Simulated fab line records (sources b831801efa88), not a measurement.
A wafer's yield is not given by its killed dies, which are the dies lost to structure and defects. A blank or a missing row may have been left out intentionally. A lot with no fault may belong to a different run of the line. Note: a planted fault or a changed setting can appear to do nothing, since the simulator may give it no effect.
A struck lot beside a sound one ; flow sfq line ; 18 steps out of a route of 325
Sound: wafers L534.4, L534.5, L534.6. Wafers L540.1, L540.2, L540.3 were the ones struck. The cause is given at the end.
For every step that has rows: the tool of each side, followed by ch and its chambers, followed by its first start. Under that, the readings that differ: sound wafers ; struck wafers ; difference of the means ; sigmas: that difference in standard deviations of wafers without a fault.
alike: a reading whose means differ by less than 2 such deviations, as well as words and numbers matching on both sides. not compared: withheld readings; readings where some wafer has no value; bounds like >300 that might hide an equal value; numbers whose values overlap and for which the record gives no deviation.
Wherever a step has rows on one side only, a row that says differs or no value, or a row with sigmas, the two part there. Numbers that don't overlap but have no deviation are shown without sigmas and don't part them. A reading that every wafer of one side lacks parts them only if that side has two wafers or more.

SFQ_I0_OVL_MEAS_908:
  sound: overlay-01 at day 13 06:33; struck: overlay-01 at day 15 02:37
  alike: I0_OVL
SFQ_TRILAYER_I0_VIA_BARC_OPEN_VIA_ETCH_046: etches BARC in O2, target depth 125 nm, time 41.7 s.
  sound on rie diel-03 ch 0,1, day 13 06:34; struck on rie diel-04 ch 0,2,3, day 15 02:39
  alike: drypump motor current A, oes product au
  not compared: rf hours counter h
SFQ_TRILAYER_I0_VIA_ETCH_VIA_ETCH_034: etches SiO2 in CHF3, stops on Nb, target depth 260 nm.
  sound on rie diel-03 ch 0,1, day 13 06:37; struck on rie diel-04 ch 0,2,3, day 15 02:41
  alike: drypump motor current A, oes product au
SFQ_TRILAYER_I0_VIA_STRIP_STRIP_035: strips in O2.
  sound on rie metal-04 ch 0,1, day 13 06:55; struck on rie metal-02 ch 0,1, day 15 02:48
  alike: drypump motor current A, oes product au
  not compared: rf hours counter h
then, 2 steps without rows for these wafers: SFQ_TRILAYER_I0_VIA_STRIP_SOLV_CLEAN_036 (cleans in NMP, time 600 s); SFQ_TRILAYER_M1_DEP_PRE_CLEAN_038 (time 22.5 s).
SFQ_TRILAYER_M1_DEP_SPUTTER_037: material Nb, target thk 200 nm, time 133.3 s.
  sound: pvd sputter-04 at day 13 07:31; struck: pvd sputter-06 at day 15 03:37
  alike: throttle valve pct
SFQ_M1_RS_MEAS_909: measurement is done with a four-point probe.
  sound: film metro-04 at day 13 07:40; struck: film metro-03 at day 15 03:42
reading;sound;struck;difference;sigmas
M1_NB_RS (ohm/sq);0.906 0.900 0.905;0.874 0.867 0.868;-0.034;-3
then, 3 steps without rows for these wafers: SFQ_TRILAYER_M1_LITHO_COAT_044 (resist thk 62 nm); SFQ_TRILAYER_M1_LITHO_COAT_039 (resist thk 600 nm); SFQ_TRILAYER_M1_LITHO_SOFTBAKE_043.
-- the record jumps here: 5 days lie between the struck wafers' starts before and after --
SFQ_TRILAYER_M1_LITHO_EXPOSE_040: exposes mask M1, target cd 500 nm.
  sound on krf scanner-02 ch 0, day 14 18:50; struck on krf scanner-01 ch 0, day 20 05:27
reading;sound;struck;difference;sigmas
exposure dose mJ cm2;14.401 14.408 14.359;14.690 14.676 14.674;+0.291;+18
  alike: mask, focus offset nm
then, 2 steps without rows for these wafers: SFQ_TRILAYER_M1_LITHO_PEB_042 (peb time 60 s); SFQ_TRILAYER_M1_LITHO_DEVELOP_041 (time 60 s).
SFQ_M1_OVL_MEAS_911:
  sound: overlay-02 at day 14 19:45; struck: overlay-01 at day 20 06:57
  alike: M1_OVL
SFQ_TRILAYER_M1_BARC_OPEN_METAL_ETCH_054: etches BARC in O2, target depth 125 nm, time 41.7 s.
  sound on rie metal-01 ch 0,1, day 14 19:47; struck on rie metal-02 ch 0, day 20 06:59
reading;sound;struck;difference;sigmas
drypump motor current A (A);5.7 5.7 5.3;6.6 6.6 6.6;+1.0;+2
model.M1.cd nm (nm);500.9 501.5 499.9;497.4 498.7 497;-3.1;
  alike: oes product au
  not compared: rf hours counter h
SFQ_TRILAYER_M1_ETCH_METAL_ETCH_042: etches Nb in Cl2/Ar, stops on SiO2, target depth 240 nm, time 120 s.
  sound on rie metal-01 ch 0,1, day 14 19:52; struck on rie metal-02 ch 0, day 20 07:06
reading;sound;struck;difference;sigmas
oes product au (a.u.);0.888 0.884 0.887;0.898 0.910 0.912;+0.020;+3
model.M1.cd nm (nm);499.8 500.8 501.2;496.6 498.4 496;-3.6;
  alike: drypump motor current A
  not compared: rf hours counter h
SFQ_TRILAYER_M1_STRIP_STRIP_043: strips in O2.
  sound on rie metal-01 ch 0,1, day 14 20:09; struck on rie metal-02 ch 0, day 20 07:21
  alike: drypump motor current A, oes product au
  not compared: rf hours counter h

## WHERE THEY PART
Earliest at SFQ_M1_RS_MEAS_909; latest, in this record, at SFQ_TRILAYER_M1_ETCH_METAL_ETCH_042. Later steps at which nothing parts them and some readings are alike: SFQ_TRILAYER_M1_STRIP_STRIP_043.

WHY: what the simulator had put in
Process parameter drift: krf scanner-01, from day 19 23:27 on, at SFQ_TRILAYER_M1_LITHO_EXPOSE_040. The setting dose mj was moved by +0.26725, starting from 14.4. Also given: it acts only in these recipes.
